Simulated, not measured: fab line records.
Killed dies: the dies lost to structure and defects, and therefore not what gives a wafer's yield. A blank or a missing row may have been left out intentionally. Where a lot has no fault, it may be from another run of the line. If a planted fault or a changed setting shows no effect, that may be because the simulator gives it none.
fab line records | flow gf180mcu
record lots=6 | wafers=18 | last_day=32
route steps=602 shown SALICIDE@286 CONTACT@287
lots that met no fault: from a run of the same line without faults
start_h: the number of hours between the record's first day and the start of the first shown wafer of the lot | wait_h: hours elapsed since this lot's preceding step | " identical to the entry in the row above | L1.1+2: a row that stands for several wafers | - value missing, or start not given | * or withheld: withheld | < > ~ a bound
route shown NAME@n: a module of which the file shows steps, and the number in the route of the first | usual: mean and standard deviation over wafers with no fault | same: alike in all rows | chamber/n: place in a boat | sites: per-site readings | _std_site: their standard deviation | _edge_site: inner sites' mean taken away from outer sites' mean | radius_mm: how far each site lies from the wafer's centre | mask NAME#n: copy n | behind: tool/chamber where the wafer was last shaped | hold: why the lot was held/for how many hours/how that ended | device: whichever transistor did not switch (one of n, p or np) | end of line: the tests these same wafers got at the end of their route | step lacking rows: just its recipe | killed: not the wafer's yield, but the dies lost to structure and defects at the first sort | map: a wafer's dies, marking killed ones x, the rest . and places with no die _
set.NAME: the setting as run; set.NAME@STEP: as run at that earlier step | model.NAME: the simulator's own value behind a step, which no gauge read
lots at selected steps of the route; one table per step, one row per wafer
services: the hour from which a tool's chamber was out of use, counted from the record's first day as start_h (under 0 if before that day), plus the number of hours and why
## steps
# step GF_SALICIDE_RTA_08
# recipe temp_c=800 | time_s=30 | ambient=N2
# usual lamp_power_pct=14.8/1.2 | wafer_temp_C_max=803.2/0.87
# same time_s=30
lot.wafer | tool          | chamber | start_h | wait_h | lamp_power_pct | wafer_temp_C_max
L269.1    | rtp_anneal-02 | 0       | 343.92  | 0.0    | 16.2           | 802.5
L269.5    | "             | 0       | "       | "      | 16.1           | 802.6
L269.6    | "             | 0       | "       | "      | 16.1           | 802.0
L270.3    | rtp_anneal-01 | 0       | 354.14  | 0.0    | 13.7           | 803.7
L270.5    | "             | 0       | "       | "      | 13.7           | 803.2
L270.6    | "             | 0       | "       | "      | 13.7           | 804.2
L271.2    | rtp_anneal-02 | 0       | 361.96  | 0.0    | 16.2           | 801.8
L271.4    | "             | 0       | "       | "      | 16.2           | 802.4
L271.6    | "             | 0       | "       | "      | 16.2           | 802.9
L273.1    | rtp_anneal-01 | 0       | 385.03  | 0.0    | 13.7           | 804.6
L273.3    | "             | 0       | "       | "      | 13.7           | 803.8
L273.6    | "             | 0       | "       | "      | 13.7           | 803.1
L274.1    | rtp_anneal-01 | 0       | 387.52  | 0.0    | 13.7           | 804.7
L274.2    | "             | 0       | "       | "      | 13.7           | 804.5
L274.6    | "             | 0       | "       | "      | 13.7           | 803.7
L283.1    | rtp_anneal-01 | 0       | 475.28  | 0.0    | 13.7           | 804.4
L283.4    | "             | 0       | "       | "      | 13.7           | 802.2
L283.6    | "             | 0       | "       | "      | 13.7           | 803.4
# step GF_CONTACT_CVD_00
# recipe material=SiO2 | target_thk_nm=300 | sigma_open_frac=0.3 | temp_c=400 | time_s=50 | sih4_flow_sccm=60 | pressure_mtorr=6
# step GF_CONTACT_THK_MEAS_01
# recipe reads=SiO2_of_CONTACT_CVD_00
# usual CONTACT_CVD_00_THK=301/3.2
lot.wafer | tool          | chamber | start_h | wait_h | CONTACT_CVD_00_THK[nm]
L269.1    | film_metro-04 | -       | 344.07  | 0.0    | 302
L269.5    | "             | -       | "       | "      | 300
L269.6    | "             | -       | "       | "      | 303
L270.3    | film_metro-02 | -       | 354.27  | 0.0    | 301
L270.5    | "             | -       | "       | "      | 302
L270.6    | "             | -       | "       | "      | 300
L271.2    | film_metro-01 | -       | 362.09  | 0.0    | 300
L271.4    | "             | -       | "       | "      | 299
L271.6    | "             | -       | "       | "      | 300
L273.1    | film_metro-04 | -       | 385.18  | 0.0    | 304
L273.3    | "             | -       | "       | "      | 303
L273.6    | "             | -       | "       | "      | 303
L274.1    | film_metro-02 | -       | 387.76  | 0.0    | 305
L274.2    | "             | -       | "       | "      | 309
L274.6    | "             | -       | "       | "      | 304
L283.1    | film_metro-02 | -       | 475.43  | 0.0    | 297
L283.4    | "             | -       | "       | "      | 296
L283.6    | "             | -       | "       | "      | 298
# step GF_CONTACT_CVD_02
# recipe material=SiO2 | target_thk_nm=860 | precursor=TEOS | temp_c=400 | time_s=95.992 | rf_w=600
# usual heater_power_w=672/99
# same time_s=95.992
lot.wafer | tool     | chamber | start_h | wait_h | heater_power_w
L269.1    | pecvd-04 | 0       | 344.13  | 0.1    | 658
L269.5    | "        | 2       | "       | "      | 781
L269.6    | "        | 1       | "       | "      | 646
L270.3    | pecvd-01 | 0       | 354.31  | 0.0    | 872
L270.5    | "        | 2       | "       | "      | 473
L270.6    | "        | 0       | "       | "      | 675
L271.2    | pecvd-02 | 2       | 362.14  | 0.0    | 748
L271.4    | "        | 0       | "       | "      | 640
L271.6    | "        | 2       | "       | "      | 793
L273.1    | pecvd-04 | 2       | 385.24  | 0.1    | 802
L273.3    | "        | 0       | "       | "      | 613
L273.6    | "        | 1       | "       | "      | 650
L274.1    | pecvd-04 | 2       | 387.82  | 0.1    | 728
L274.2    | "        | 0       | "       | "      | 617
L274.6    | "        | 1       | "       | "      | 557
L283.1    | pecvd-02 | 0       | 475.49  | 0.1    | 604
L283.4    | "        | 1       | "       | "      | 626
L283.6    | "        | 2       | "       | "      | 757
# step GF_CONTACT_THK_MEAS_03
# recipe reads=SiO2_of_CONTACT_CVD_02
# usual CONTACT_CVD_02_THK=858/10
lot.wafer | tool          | chamber | start_h | wait_h | CONTACT_CVD_02_THK[nm]
L269.1    | film_metro-02 | -       | 344.20  | 0.0    | 848
L269.5    | "             | -       | "       | "      | 873
L269.6    | "             | -       | "       | "      | 864
L270.3    | film_metro-02 | -       | 354.40  | 0.1    | 863
L270.5    | "             | -       | "       | "      | 861
L270.6    | "             | -       | "       | "      | 878
L271.2    | film_metro-02 | -       | 362.22  | 0.0    | 847
L271.4    | "             | -       | "       | "      | 862
L271.6    | "             | -       | "       | "      | 862
L273.1    | film_metro-04 | -       | 385.31  | 0.0    | 854
L273.3    | "             | -       | "       | "      | 846
L273.6    | "             | -       | "       | "      | 875
L274.1    | film_metro-02 | -       | 387.89  | 0.0    | 851
L274.2    | "             | -       | "       | "      | 867
L274.6    | "             | -       | "       | "      | 870
L283.1    | film_metro-01 | -       | 475.56  | 0.0    | 843
L283.4    | "             | -       | "       | "      | 852
L283.6    | "             | -       | "       | "      | 859
# step GF_CONTACT_CMP_04
# recipe material=SiO2 | down_force_psi=4 | platen_rpm=60 | pad_velocity_m_s=0.94248
# usual motor_current_A=12.1/1.2 | platen_rpm=60.00/0.041 | time_to_endpoint_s=110/5.1
lot.wafer | tool   | chamber | start_h | wait_h | motor_current_A | platen_rpm | time_to_endpoint_s
L269.1    | cmp-01 | 3       | 344.41  | 0.2    | 13.9            | 59.91      | 103
L269.6    | "      | 0       | "       | "      | 12.6            | 60.05      | 106
L269.5    | "      | 1       | "       | "      | 11.0            | 59.99      | 110
L270.3    | cmp-01 | 1       | 354.54  | 0.1    | 11.4            | 59.98      | 111
L270.6    | "      | 3       | "       | "      | 13.6            | 60.03      | 115
L270.5    | "      | 0       | "       | "      | 14.3            | 60.04      | 113
L271.2    | cmp-02 | 0       | 362.27  | 0.0    | 10.3            | 59.97      | 108
L271.4    | "      | 2       | "       | "      | 13.1            | 60.00      | 121
L271.6    | "      | 1       | "       | "      | 12.9            | 60.04      | 110
L273.1    | cmp-02 | 3       | 385.47  | 0.1    | 11.3            | 60.01      | 116
L273.3    | "      | 0       | "       | "      | 10.3            | 59.95      | 107
L273.6    | "      | 1       | "       | "      | 12.5            | 59.99      | 117
L274.2    | cmp-02 | 0       | 387.95  | 0.0    | 10.1            | 60.05      | 114
L274.1    | "      | 2       | "       | "      | 13.6            | 60.02      | 108
L274.6    | "      | 1       | "       | "      | 13.2            | 60.03      | 116
L283.1    | cmp-02 | 3       | 475.67  | 0.1    | 11.8            | 59.99      | 110
L283.4    | "      | 0       | "       | "      | 10.3            | 59.94      | 109
L283.6    | "      | 2       | "       | "      | 12.8            | 60.08      | 110
# step GF_CONTACT_BOW_MEAS_05
# recipe mode=bow
# usual CONTACT_BOW=66/6.6
lot.wafer | tool          | chamber | start_h | wait_h | CONTACT_BOW[um]
L269.1    | film_metro-02 | -       | 344.56  | 0.1    | 78
L269.5    | "             | -       | "       | "      | 72
L269.6    | "             | -       | "       | "      | 68
L270.3    | film_metro-04 | -       | 354.78  | 0.2    | 63
L270.5    | "             | -       | "       | "      | 54
L270.6    | "             | -       | "       | "      | 64
L271.2    | film_metro-04 | -       | 362.59  | 0.3    | 55
L271.4    | "             | -       | "       | "      | 79
L271.6    | "             | -       | "       | "      | 62
L273.1    | film_metro-04 | -       | 385.67  | 0.1    | 54
L273.3    | "             | -       | "       | "      | 74
L273.6    | "             | -       | "       | "      | 57
L274.1    | film_metro-01 | -       | 388.25  | 0.1    | 71
L274.2    | "             | -       | "       | "      | 57
L274.6    | "             | -       | "       | "      | 54
L283.1    | film_metro-04 | -       | 475.92  | 0.2    | 62
L283.4    | "             | -       | "       | "      | 66
L283.6    | "             | -       | "       | "      | 60
# step GF_CONTACT_DEHYDRATE_06
# recipe temp_c=200 | time_s=60
# step GF_CONTACT_HMDS_07
# recipe prime_time_s=60 | prime_temp_c=120
# step GF_CONTACT_COAT_08
# recipe resist=BARC | temp_c=withheld | time_s=withheld | spin_rpm=withheld | resist_thk_nm=withheld
# step GF_CONTACT_COAT_09
# recipe resist=KrF | spin_rpm=withheld | resist_thk_nm=1000
# step GF_CONTACT_SOFTBAKE_10
# recipe temp_c=130 | time_s=60 | resist=KrF
# step GF_CONTACT_EXPOSE_11
# recipe mask_id=Contact | target_cd_nm=220 | na=0.68 | source_shape=conventional | sigma_outer=0.6 | dose_mj=38
# usual exposure_dose_mJ_cm2=38.09/0.16 | focus_offset_nm=-0.1/0.52 | reticle_temp_C=22.99/0.099
lot.wafer | tool           | chamber | start_h | wait_h | mask      | exposure_dose_mJ_cm2 | focus_offset_nm | reticle_temp_C
L269.1    | krf_scanner-02 | 0       | 355.34  | -      | Contact#0 | 37.95                | -0.3            | 23.01
L269.5    | "              | 0       | "       | "      | Contact#0 | 38.03                | -0.4            | 23.04
L269.6    | "              | 0       | "       | "      | Contact#0 | 38.00                | -0.4            | 22.80
L270.3    | krf_scanner-01 | -       | 366.23  | -      | Contact#0 | -                    | -               | -
L270.5    | "              | -       | "       | "      | Contact#0 | -                    | -               | -
L270.6    | "              | -       | "       | "      | Contact#0 | -                    | -               | -
L271.2    | krf_scanner-01 | -       | 373.62  | -      | Contact#0 | -                    | -               | -
L271.4    | "              | -       | "       | "      | Contact#0 | -                    | -               | -
L271.6    | "              | -       | "       | "      | Contact#0 | -                    | -               | -
L273.1    | krf_scanner-01 | 0       | 397.10  | -      | Contact#0 | 38.18                | -0.2            | 22.99
L273.3    | "              | 0       | "       | "      | Contact#0 | 38.26                | 1.0             | 22.85
L273.6    | "              | 0       | "       | "      | Contact#0 | 38.25                | -0.7            | 22.90
L274.1    | krf_scanner-01 | 0       | 399.45  | -      | Contact#0 | 38.27                | -0.2            | 23.02
L274.2    | "              | 0       | "       | "      | Contact#0 | 38.27                | -0.1            | 23.13
L274.6    | "              | 0       | "       | "      | Contact#0 | 38.32                | -0.2            | 23.19
L283.1    | krf_scanner-01 | 0       | 488.52  | -      | Contact#0 | 38.28                | 1.6             | 23.02
L283.4    | "              | 0       | "       | "      | Contact#0 | 38.32                | 0.7             | 22.90
L283.6    | "              | 0       | "       | "      | Contact#0 | 38.30                | 0.1             | 22.86
# step GF_CONTACT_PEB_12
# recipe peb_temp_c=135 | peb_time_s=90 | resist=KrF
## services
tool           | chamber | start_h | hours | kind
krf_scanner-01 | 0       | 356.39  | -     | calibration
krf_scanner-01 | -       | 372.09  | 1.0   | pm
krf_scanner-02 | -       | 373.09  | 1.0   | pm
pecvd-01       | 0       | 376.13  | 19.7  | repair
krf_scanner-02 | -       | 383.96  | 0.8   | pm
krf_scanner-02 | -       | 384.89  | 0.5   | repair
rtp_anneal-02  | -       | 388.29  | 3.1   | pm
cmp-01         | -       | 396.87  | 5.2   | pm
cmp-01         | -       | 405.82  | 4.0   | pm
cmp-01         | -       | 409.82  | -     | consumable_replace:conditioner
cmp-01         | -       | 420.08  | 0.8   | repair
krf_scanner-01 | -       | 420.38  | 0.8   | pm
cmp-02         | -       | 421.30  | 0.6   | repair
cmp-02         | -       | 434.96  | 1.2   | repair
pecvd-02       | 1       | 438.15  | 12.3  | repair
krf_scanner-02 | -       | 454.30  | 1.3   | pm
cmp-01         | -       | 457.59  | 1.7   | repair
cmp-02         | -       | 462.66  | 4.9   | repair
pecvd-01       | -       | 462.82  | 6.9   | repair
cmp-01         | -       | 478.74  | 3.7   | pm
krf_scanner-01 | -       | 480.32  | 1.3   | pm
rtp_anneal-01  | -       | 480.78  | 3.0   | pm
pecvd-02       | -       | 483.24  | 14.6  | pm
pecvd-04       | -       | 487.89  | 0.6   | repair
## key
first_sign step=GF_CONTACT_EXPOSE_11 | reading=tool_record | direction=missing
effect none on later readings
met_at GF_CONTACT_EXPOSE_11
struck_wafers L270.3,L270.5,L270.6,L271.2,L271.4,L271.6
later_rows_left_out L270.3,L270.5,L270.6,L271.2,L271.4,L271.6
sort_left_out L270.3,L270.5,L270.6,L271.2,L271.4,L271.6
tester_left_out L270,L271
fault kind=skipped_step_whole | tool=krf_scanner-01 | chamber=- | onset_h=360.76 | steps=GF_CONTACT_EXPOSE_11 | scope=struck_lots_only
# tester_left_out: of these lots the tester's yield and bins aren't shown, on N5 and GAA mostly nor the transistor test; their killed dies are dies lost to structure and defects alone, not to doping, threshold or leakage, so they don't give the yield
# sort_left_out: the simulated sort isn't trusted on such a fault, so these wafers' sort isn't shown, and their yield isn't known
# later_rows_left_out: the simulator's readings of these wafers behind a module that went badly wrong aren't trusted and aren't shown, but for the sort
